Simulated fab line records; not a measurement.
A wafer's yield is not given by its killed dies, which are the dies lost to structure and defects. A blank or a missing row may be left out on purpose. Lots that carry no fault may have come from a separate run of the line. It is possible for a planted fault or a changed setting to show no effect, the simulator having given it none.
Which tool did it? -- flow sky130 -- 39 wafers from 13 lots sampled at 5 of the route's 708 steps

== WHAT THE GAUGES SHOWED, per wafer ==
SKY_SONOS_ONO_THK_MEAS_01.
lot,measured,on,SONOS_ONO_OXIDATION_THK (nm)
L637,day 11 21:02,film metro-03,2.55 2.55 2.51
L638,day 12 01:08,film metro-04,2.57 2.54 2.53
L641,day 13 05:22,film metro-04,2.61 2.59 2.66
L643,day 14 19:08,film metro-01,2.55 2.57 2.62
L645,day 14 19:08,film metro-03,2.62 2.55 2.57
L646,day 15 01:41,film metro-03,2.61 2.65 2.63
L647,day 15 07:12,film metro-04,2.57 2.71 2.66
L648,day 15 18:20,film metro-04,2.62 2.59 2.61
L654,day 17 15:23,film metro-03,2.63 2.58 2.58
L656,day 18 01:20,film metro-01,2.58 2.60 2.57
L657,day 18 12:15,film metro-01,2.61 2.69 2.72
L658,day 18 20:17,film metro-03,2.52 2.42 2.55
L659,day 19 02:30,film metro-04,2.50 2.53 2.57

SKY_SONOS_ONO_OVL_MEAS_14.
lot,measured,on,SONOS_ONO_OVL (nm)
L637,day 13 00:25,overlay-02,-3.0 -1.6 -1.2
L638,day 13 05:20,overlay-02,-4.7 -4.4 -1.3
L641,day 15 07:24,overlay-01,-3.5 -3.2 -1.8
L643,day 16 01:19,overlay-02,-2.1 -0.4 -1.6
L645,day 16 00:43,overlay-01,1.5 -0.5 2.2
L646,day 16 08:53,overlay-02,-1.5 0.5 -1.4
L647,day 16 15:15,overlay-01,-0.7 0.0 -0.4
L648,day 17 02:52,overlay-02,-1.4 -2.9 -2.8
L654,day 18 22:53,overlay-02,-4.0 -3.7 -2.7
L656,day 19 13:32,overlay-01,-1.8 -1.1 0.8
L657,day 19 22:15,overlay-02,-6.0 -2.7 -4.8
L658,day 20 08:50,overlay-02,-0.7 -1.5 -1.5
L659,day 20 11:43,overlay-02,-4.1 -2.1 -3.8

SKY_GATE_OXIDE_TW_MEAS_14.
lot,measured,on,GATE_OXIDE_TW
L637,day 14 04:46,film metro-02,222.0 222.6 223.1
L638,day 14 09:41,film metro-02,223.2 221.5 222.9
L641,day 16 15:18,film metro-02,223.7 223.1 222.2
L643,day 17 08:50,film metro-03,230.8 230.7 230.5
L645,day 17 07:37,film metro-03,223.8 224.0 223.0
L646,day 17 15:19,film metro-04,222.9 223.5 223.9
L647,day 18 00:11,film metro-03,226.5 226.2 226.0
L648,day 18 10:46,film metro-03,225.3 226.3 226.4
L654,day 20 11:19,film metro-04,222.7 221.9 222.5
L656,day 20 22:43,film metro-02,220.3 221.6 221.3
L657,day 21 09:22,film metro-03,221.0 221.2 221.0
L658,day 21 18:09,film metro-02,221.5 224.1 221.8
L659,day 21 21:47,film metro-04,225.7 224.5 225.4

SKY_POLY_GATE_CD_MEAS_13: the cd target is 150 nm.
lot,measured,on,cd nm (nm)
L637,day 16 16:10,cd sem-02,149.2 149.5 148.3
L638,day 16 23:22,cd sem-01,152.8 150.7 150.2
L641,day 19 10:55,cd sem-01,150.5 150.8 150.8
L643,day 20 06:01,cd sem-01,148.3 146.8 147.1
L645,day 20 03:10,cd sem-02,150.4 151.5 151.3
L646,day 20 11:55,cd sem-02,149.0 149.6 150.6
L647,day 20 18:31,cd sem-02,150.4 148.8 150.0
L648,day 21 07:56,cd sem-01,149.1 149.9 149.6
L654,day 23 05:43,cd sem-02,150.3 151.2 150.6
L656,day 23 17:20,cd sem-01,148.7 149.3 148.7
L657,day 24 01:43,cd sem-01,147.9 149.0 147.6
L658,day 24 11:34,cd sem-02,147.6 148.5 147.6
L659,day 24 16:26,cd sem-01,150.0 149.7 149.2

== WHAT TOOL EACH LOT RAN ON (gives the tool, then ch and the chambers of the sampled wafers, and finally the start) ==
lot,SKY_GATE_OXIDE_IMPLANT_11
L637,"implanter-02 ch 0, day 14 04:25"
L638,"implanter-01 ch 0, day 14 09:20"
L641,"implanter-01 ch 0, day 16 14:57"
L643,"implanter-01 ch 0, day 17 08:29"
L645,"implanter-01 ch 0, day 17 07:15"
L646,"implanter-02 ch 0, day 17 14:59"
L647,"implanter-01 ch 0, day 17 23:50"
L648,"implanter-01 ch 0, day 18 10:25"
L654,"implanter-02 ch 0, day 20 10:59"
L656,"implanter-01 ch 0, day 20 22:21"
L657,"implanter-03 ch 0, day 21 09:01"
L658,"implanter-02 ch 0, day 21 17:41"
L659,"implanter-01 ch 0, day 21 21:28"
- SKY_GATE_OXIDE_IMPLANT_11

== WHAT THE TOOLS THEMSELVES READ (means of the sampled wafers that have a number; where no wafer has one, the mark that the record gives instead) ==
SKY_GATE_OXIDE_IMPLANT_11.
lot,tool,dose ions cm2,faraday current uA
L637,implanter-02,2.599e+12,14.38
L638,implanter-01,2.602e+12,14.88
L641,implanter-01,2.602e+12,14.70
L643,implanter-01,2.829e+12,15.71
L645,implanter-01,2.600e+12,14.88
L646,implanter-02,2.595e+12,15.02
L647,implanter-01,2.831e+12,16.16
L648,implanter-01,2.830e+12,16.40
L654,implanter-02,2.602e+12,14.42
L656,implanter-01,2.600e+12,14.78
L657,implanter-03,2.599e+12,14.59
L658,implanter-02,2.599e+12,14.88
L659,implanter-01,2.597e+12,14.67

== THE ANSWER, worked out from the rows above alone ==
Rule: the lots themselves supply what counts as usual. The widest of any qualifying gaps counts: lots, ordered by their means at a reading, are off when they make up no more than a third of the lots, leave a main group of 4 or more, and stand apart from it by 3 or more times the standard deviation of that group's means. The tables above print the reading to a certain number of digits; a main group whose means all agree to those digits is not used. A lot without any number at a reading at which 4 lots or more have one is off too. Any other lot the step has rows for is counted as sound. Order of review: gauges by route order, followed by the tools' own readings, for which a lot's mean as printed above is used. The first step at which some lot is off is used, and at that step the reading that is off furthest; a lot without a number counts as furthest.
Off: L643, L647, L648 (SKY_GATE_OXIDE_IMPLANT_11, dose ions cm2). For the main group the mean is 2.600e+12 and the standard deviation 2.2e+09.
If a tool, at that step or one of the process steps before it, ran each lot that is off and ran no sound lot following the first of them, it fits. Not one of the candidates tried fits.

== WHAT HAD BEEN PUT IN BY THE SIMULATOR ==
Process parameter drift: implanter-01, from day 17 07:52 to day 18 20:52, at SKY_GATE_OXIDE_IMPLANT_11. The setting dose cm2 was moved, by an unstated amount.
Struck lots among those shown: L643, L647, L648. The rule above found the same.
